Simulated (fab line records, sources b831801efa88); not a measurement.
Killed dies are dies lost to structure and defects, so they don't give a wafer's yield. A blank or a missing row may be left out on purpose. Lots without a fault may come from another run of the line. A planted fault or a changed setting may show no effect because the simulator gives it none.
A struck lot beside a sound one | flow gf180mcu | 36 steps out of a route of 602
Sound: wafers L150.1, L150.5, L150.6. Struck: wafers L167.1, L167.5, L167.6. The cause comes at the end.
At each step with rows: each side's tool, then ch and its chambers, then its first start. Under that, the readings that differ: sound wafers | struck wafers | difference of the means | sigmas: that difference in standard deviations of wafers without a fault.
alike: readings whose means differ by less than 2 such deviations, and words and numbers that are the same on both sides. not compared: withheld readings, readings that some wafer has no value for, bounds like >300 that may hide the same value, and numbers for which the record gives no deviation and whose values overlap.
The two part at a step that has a row with sigmas, a row that says differs or no value, or rows on one side only. Numbers that don't overlap but have no deviation are shown without sigmas and don't part them. A reading that every wafer of one side lacks parts them only if that side has two wafers or more.

first, 2 steps without rows for these wafers: GF_M1_PEB_12 (peb time 90 s); GF_M1_DEVELOP_13 (develop time 60 s).
GF_M1_CD_MEAS_14: target cd 230 nm.
  sound on cd_sem-01, day 17 22:51; struck on cd_sem-02, day 24 01:14
  alike: cd_nm
GF_M1_OVL_MEAS_15:
  sound on overlay-02, day 17 22:58; struck on overlay-01, day 24 01:22
  reading     | sound    | struck | difference | sigmas
  M1_OVL (nm) | -6 -2 -9 | 9 8 9  | +14        | +2
GF_M1_METAL_ETCH_16: etches the open film in Cl2/BCl3, stops on SiO2, target depth 627.5 nm, time 104.6 s.
  sound on rie_metal-02 ch 0,1, day 17 23:00; struck on rie_metal-03 ch 0,1, day 24 01:24
  alike: drypump_motor_current_A, oes_product_au, throttle_valve_pct
  not compared: rf_hours_counter_h
then, 4 steps without rows for these wafers: GF_M1_STRIP_17 (strips in O2/N2); GF_M1_STRIP_18 (strips in post etch residue remover, time 1200 s); GF_M1_CLEAN_19 (cleans in DIW); GF_V1_CVD_00 (deposits SiO2, target thk 600 nm, time 100 s).
GF_V1_THK_MEAS_01:
  sound on film_metro-02, day 17 23:43; struck on film_metro-01, day 24 02:07
  alike: V1_CVD_00_THK
then, 1 step without rows for these wafers: GF_V1_CVD_02 (deposits SiO2 from TEOS, target thk 850 nm, time 94.851 s).
GF_V1_THK_MEAS_03:
  sound on film_metro-03, day 17 23:51; struck on film_metro-03, day 24 02:15
  alike: V1_CVD_02_THK
GF_V1_CMP_04: polishes SiO2.
  sound on cmp-01 ch 0,3, day 17 23:59; struck on cmp-01 ch 0,1, day 24 02:19
  reading                             | sound             | struck            | difference | sigmas
  time_to_endpoint_s (s)              | 78 81 81          | 101 102 105       | +23        | +4
  model.SiO2_of_V1_CVD_02.thk_nm (nm) | 631.4 631.4 631.3 | 568.1 568.7 566.2 | -63.7      |
  alike: motor_current_A, retaining_ring_pressure_frac
GF_V1_BOW_MEAS_05:
  sound on film_metro-02, day 18 00:17; struck on film_metro-02, day 24 02:53
  reading     | sound    | struck | difference                    | sigmas
  V1_BOW (um) | 88 74 88 | - - -  | no value on the struck wafers |
  not compared: hold
then, 7 steps without rows for these wafers: GF_V1_HMDS_07 (prime time 60 s); GF_V1_COAT_08; GF_V1_COAT_09 (resist thk 1000 nm); GF_V1_SOFTBAKE_10 (time 60 s); GF_V1_EXPOSE_11 (exposes mask Via1, target cd 260 nm); GF_V1_PEB_12 (peb time 90 s); GF_V1_DEVELOP_13 (develop time 60 s).
GF_V1_CD_MEAS_14: target cd 260 nm.
  sound on cd_sem-01, day 19 00:44; struck on cd_sem-02, day 25 00:23
  alike: cd_nm
GF_V1_OVL_MEAS_15:
  sound on overlay-02, day 19 00:51; struck on overlay-02, day 25 00:31
  alike: V1_OVL
then, 1 step without rows for these wafers: GF_V1_ETCH_16 (etches BARC in N2/H2).
GF_V1_ETCH_17: etches SiO2 in C4F8/O2/Ar, stops on TiN, target depth 630 nm.
  sound on rie_diel-03 ch 0,1; struck on rie_diel-03 ch 1,2,3
  reading                        | sound             | struck            | difference | sigmas
  oes_product_au (a.u.)          | 0.855 0.851 0.851 | 0.809 0.813 0.801 | -0.045     | -9
  model.V1.feature_depth_nm (nm) | 631.4 631.4 631.3 | 568.1 568.7 566.2 | -63.7      |
  model.etch.depth_nm (nm)       | 631.4 631.4 631.3 | 568.1 568.7 566.2 | -63.7      |
GF_V1_STRIP_18: strips in O2/N2.
  sound on plasma_asher-02 ch 0,1, day 19 01:01; struck on plasma_asher-02 ch 0,1, day 25 00:40
  alike: drypump_motor_current_A, heater_power_w, n2_flow_sccm, o2_flow_sccm, oes_product_au
  not compared: rf_hours_counter_h
then, 2 steps without rows for these wafers: GF_V1_STRIP_19 (strips in post etch residue remover, time 1200 s); GF_V1_CLEAN_20 (cleans in DIW).
GF_V1_SPUTTER_21: material Ti, target thk 15 nm, time 80.02 s.
  sound on pvd_sputter-03, day 19 01:33; struck on pvd_sputter-04, day 25 01:13
  alike: throttle_valve_pct
GF_V1_SPUTTER_22: material TiN, target thk 10 nm, time 40 s.
  sound on pvd_sputter-03, day 19 01:37; struck on pvd_sputter-04, day 25 01:17
  alike: throttle_valve_pct
then, 1 step without rows for these wafers: GF_V1_CVD_23 (deposits W, target thk 350 nm, time 105.05 s).
GF_V1_RS_MEAS_24: measures by four-point-probe.
  sound on film_metro-02, day 19 01:46; struck on film_metro-01, day 25 01:26
  alike: V1_W_RS
GF_V1_THK_MEAS_25: measures by xrf.
  sound on film_metro-02, day 19 01:53; struck on film_metro-01, day 25 01:33
  alike: V1_W_THK
GF_V1_CMP_26: polishes, stops on SiO2, t overpolish 15 s, target thk 0 nm.
  sound on cmp-02 ch 0,3, day 19 01:56; struck on cmp-01 ch 2,3, day 25 01:40
  reading                             | sound             | struck            | difference | sigmas
  model.SiO2_of_V1_CVD_02.thk_nm (nm) | 627.6 627.6 627.5 | 564.3 564.9 562.4 | -63.7      |
  alike: motor_current_A, retaining_ring_pressure_frac
GF_M2_SPUTTER_00: material Ti, target thk 37.5 nm, time 150 s.
  sound on pvd_sputter-04, day 19 02:14; struck on pvd_sputter-02, day 25 01:55
  alike: throttle_valve_pct
-- the record jumps here: 9 days lie between the struck wafers' starts before and after (it left off in module M2 and takes up again in module PASSIVATION, whose first step shown is number 602 of the route) --
GF_PASSIVATION_PROBE_99:
  the record has rows for the struck wafers here (prober-02, day 34 03:50) and none for the sound ones

WHERE THEY PART
First at GF_M1_OVL_MEAS_15; last, within this record, at GF_PASSIVATION_PROBE_99.

WHY: what the simulator had put in
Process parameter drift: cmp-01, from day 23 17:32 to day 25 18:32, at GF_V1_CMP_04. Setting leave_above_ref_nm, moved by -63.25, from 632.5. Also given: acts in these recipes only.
